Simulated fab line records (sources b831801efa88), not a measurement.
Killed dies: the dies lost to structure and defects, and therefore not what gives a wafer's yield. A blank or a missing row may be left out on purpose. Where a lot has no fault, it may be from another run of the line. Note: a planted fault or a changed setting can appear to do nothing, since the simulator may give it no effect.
A struck lot beside a sound one -- flow sky130 -- 44 out of 708 route steps
Sound: wafers L225.2, L225.4, L225.5. Struck: wafers L215.1, L215.2, L215.3. The cause is given at the end.
For every step that has rows: the tool of each side, followed by ch and its chambers, followed by its first start. Under that, the readings that differ: sound wafers -- struck wafers -- difference of the means -- sigmas: that difference in standard deviations of wafers without a fault.
alike: readings whose means differ by less than 2 such deviations, and words and numbers that are the same on both sides. not compared: withheld readings, readings that some wafer has no value for, bounds like >300 that may hide the same value, and numbers for which the record gives no deviation and whose values overlap.
The two part at a step that has a row with sigmas, a row that says differs or no value, or rows on one side only. Non-overlapping numbers with no deviation appear without sigmas and do not part them. A reading missing from all wafers of one side parts the sides only when that side holds two or more wafers.

first, 4 steps without rows for these wafers: SKY_VIA2_CLEAN_18 (cleans in IPA, time 180 s); SKY_VIA2_CLEAN_19 (cleans in O3/DIW); SKY_VIA2_SPUTTER_20 (material TiN, target thk 20 nm, time 80 s); SKY_VIA2_CVD_21 (deposits W, target thk 420 nm, time 126.4 s).
SKY_VIA2_RS_MEAS_22: the measuring method here is four-point-probe.
  sound on film-metro-02 at day 41 23:40; struck on film-metro-02 at day 37 08:01
  alike: VIA2_W_RS
SKY_VIA2_THK_MEAS_23: measures by xrf.
  sound on film-metro-02 at day 41 23:47; struck on film-metro-02 at day 37 08:08
  alike: VIA2_W_THK
SKY_VIA2_CMP_24: polishes, stops on SiO2, t overpolish 20 s, target thk 0 nm.
  sound on cmp-01 ch 0,3, day 41 23:53; struck on cmp-01 ch 0,1,2, day 37 08:12
  alike: motor-current-A, overpolish-run-s, time-to-endpoint-s
then, 2 steps without rows for these wafers: SKY_METAL3_SPUTTER_00 (material Ti, target thk 15 nm, time 10 s); SKY_METAL3_SPUTTER_01 (material TiN, target thk 20 nm, time 16.7 s).
SKY_METAL3_SPUTTER_02: material AlCu, target thk 735 nm, time 39.1 s.
  sound on pvd-sputter-04 at day 42 00:11; struck on pvd-sputter-04 at day 37 08:33
  alike: chamber-pressure-pa, throttle-valve-pct
SKY_METAL3_SPUTTER_03: material Ti, target thk 5 nm, time 3.3 s.
  sound on pvd-sputter-04 at day 42 00:13; struck on pvd-sputter-04 at day 37 08:35
  alike: chamber-pressure-pa, throttle-valve-pct
SKY_METAL3_SPUTTER_04: material TiN, target thk 70 nm, time 58.3 s.
  sound on pvd-sputter-04 at day 42 00:14; struck on pvd-sputter-04 at day 37 08:36
  alike: chamber-pressure-pa, throttle-valve-pct
SKY_CAPM_CVD_00: deposits SiO2, target thk 15.5 nm.
  sound on pecvd-01 ch 0,1, day 42 00:17; struck on pecvd-03 ch 0,1,2, day 37 08:39
reading,sound,struck,difference,sigmas
model.SiO2_of_CAPM_CVD_00.thk-nm (nm),15.35 15.75 15.67,19.52 19.72 19.68,+4.05,
  alike: heater-power-w
SKY_CAPM_THK_MEAS_01:
  sound on film-metro-02 at day 42 00:19; struck on film-metro-01 at day 37 08:40
reading,sound,struck,difference,sigmas
CAPM_CVD_00_THK (nm),15.34 15.77 15.67,19.53 19.71 19.71,+4.06,+19
SKY_CAPM_SPUTTER_02: material TiN, target thk 200 nm, time 166.7 s.
  sound on pvd-sputter-03 at day 42 00:22; struck on pvd-sputter-03 at day 37 08:44
  alike: chamber-pressure-pa, throttle-valve-pct
SKY_CAPM_RS_MEAS_03: the measuring method here is four-point-probe.
  sound on film-metro-01 at day 42 00:30; struck on film-metro-02 at day 37 08:50
  alike: CAPM_TIN_RS
SKY_CAPM_THK_MEAS_04: measures by xrf.
  sound on film-metro-01 at day 42 00:37; struck on film-metro-02 at day 37 08:58
  alike: CAPM_TIN_THK
then, 7 steps without rows for these wafers: SKY_CAPM_DEHYDRATE_05 (time 60 s); SKY_CAPM_HMDS_06 (prime time 60 s); SKY_CAPM_COAT_07 (resist thk 1140 nm); SKY_CAPM_SOFTBAKE_08 (time 60 s); SKY_CAPM_EXPOSE_09 (exposes mask CAPM, target cd 1000 nm); SKY_CAPM_PEB_10; SKY_CAPM_DEVELOP_11 (develop time 60 s).
SKY_CAPM_OVL_MEAS_12:
  sound on overlay-01 at day 42 23:14; struck on overlay-02 at day 38 10:44
  alike: CAPM_OVL
then, 13 steps without rows for these wafers: SKY_CAPM_METAL_ETCH_13 (etches TiN in Cl2/BCl3, stops on SiO2, target depth 220 nm, time 62.9 s); SKY_CAPM_STRIP_14 (strips in O2/N2); SKY_CAPM_STRIP_15 (strips in post etch residue remover, time 1200 s); SKY_CAPM_CLEAN_16 (cleans in IPA, time 180 s); SKY_CAPM_CLEAN_17 (cleans in O3/DIW); SKY_METAL3_DEHYDRATE_05 (time 60 s); SKY_METAL3_HMDS_06 (prime time 60 s); SKY_METAL3_COAT_07 (resist thk 60 nm); SKY_METAL3_COAT_08 (resist thk 1140 nm); SKY_METAL3_SOFTBAKE_09 (time 90 s); SKY_METAL3_EXPOSE_10 (exposes mask MM3, target cd 300 nm); SKY_METAL3_PEB_11; SKY_METAL3_DEVELOP_12 (develop time 60 s).
SKY_METAL3_CD_MEAS_13: target cd 300 nm.
  sound on cd-sem-02 at day 43 22:52; struck on cd-sem-02 at day 39 12:47
  alike: cd-nm
SKY_METAL3_OVL_MEAS_14:
  sound on overlay-02 at day 43 22:58; struck on overlay-02 at day 39 12:55
  alike: METAL3_OVL
then, 2 steps without rows for these wafers: SKY_METAL3_DESCUM_15 (chemistry O2, time 8 s); SKY_METAL3_ETCH_16 (etches BARC in N2/H2, stops on SiO2, time 88.2 s, target depth 60 nm).
SKY_METAL3_ETCH_17: etches SiO2 in C4F8/O2/Ar, stops on TiN, time 3.9 s, target depth 15 nm.
  sound on rie-diel-03 ch 0,2,3, day 43 23:08; struck on rie-diel-03 ch 0,1,3, day 39 13:05
reading,sound,struck,difference,sigmas
oes-product-au (a.u.),0.751 0.759 0.762,0.857 0.847 0.853,+0.095,+13
model.etch.depth-nm (nm),15.35 15.75 15.67,19.52 19.72 19.68,+4.05,
  not compared: rf-hours-counter-h
-- the record jumps here: 7 days lie between the struck wafers' starts before and after (it left off in module METAL3 and takes up again in module PAD_OPEN, whose first step shown is number 708 of the route) --
SKY_PAD_OPEN_PROBE_99:
  sound on prober-01 at day 50 03:01; struck on prober-01 at day 46 15:04
reading,sound,struck,difference,sigmas
model.etest.cap-mim.bv-v (V),13.61 14.62 13.69,18.04 17.23 18.27,+3.87,
model.etest.cap-mim.leak-log10-a-cm2,-9.16 -8.872 -8.927,-9.837 -9.888 -9.915,-0.894,
model.etest.cap-mim.c-ff-um2,2.357 2.302 2.318,1.859 1.847 1.846,-0.475,
  alike: defect-limited-yield, killed_at_M0_to_M3, killed_at_M4_up, killed-at-contacts, killed-at-front-end, killed-at-other, killed-dies, killed-open, killed-short
  not compared: model.etest.tester.sort-n-pass, model.etest.tester.sort_bin_5_pct, model.etest.tester.sort-yield-pct, model.etest.tester.sort_bin_8_pct

WHERE THEY PART
Last at SKY_METAL3_ETCH_17 as far as this record goes, first at SKY_CAPM_THK_MEAS_01. Later steps at which nothing parts them and some readings are alike: SKY_PAD_OPEN_PROBE_99.

WHY: whatever the simulator had introduced
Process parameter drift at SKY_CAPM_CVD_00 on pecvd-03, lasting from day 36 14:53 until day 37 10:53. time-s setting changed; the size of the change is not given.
